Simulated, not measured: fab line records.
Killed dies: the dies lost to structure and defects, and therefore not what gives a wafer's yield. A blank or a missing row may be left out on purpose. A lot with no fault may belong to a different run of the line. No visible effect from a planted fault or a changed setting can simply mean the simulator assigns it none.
Which tool is to blame?	flow gf180mcu	route of 602 steps, sampled at 1 step: 7 lots, 21 wafers

== WHAT EACH GAUGE READ, for each wafer ==
GF_VT_IMPLANT_TW_MEAS_43.
lot	measured	on	VT_IMPLANT_4_TW
L372	day 8 01:29	film-metro-04	676 681 681
L374	day 8 15:08	film-metro-03	689 686 695
L376	day 9 05:05	film-metro-03	697 692 695
L380	day 10 12:32	film-metro-01	689 683 688
L387	day 12 06:24	film-metro-03	692 692 690
L389	day 12 21:29	film-metro-01	684 683 685
L391	day 13 07:53	film-metro-01	684 684 691

== WHAT TOOL EACH LOT RAN ON (gives the tool, then ch and the chambers of the sampled wafers, and finally the start) ==
The record shows no process step preceding these readings.

== THE ANSWER, worked out from the rows above alone ==
Rule: the usual values come from the lots themselves. Put in order of their means at a reading, lots are off if they are a third of the lots or fewer, leave a main group of 4 or more, and stand apart from it by a gap of 3 or more times the standard deviation of the main group's means; of several such gaps the widest counts. A main group is skipped when, at the precision printed for the reading in the tables above, its means are all equal. Also off: a lot with no number at a reading for which 4 or more lots have one. All remaining lots with rows at the step are treated as sound.
Nothing can be told from this: no lot is off at any reading shown.

== WHAT THE SIMULATOR PUT IN ==
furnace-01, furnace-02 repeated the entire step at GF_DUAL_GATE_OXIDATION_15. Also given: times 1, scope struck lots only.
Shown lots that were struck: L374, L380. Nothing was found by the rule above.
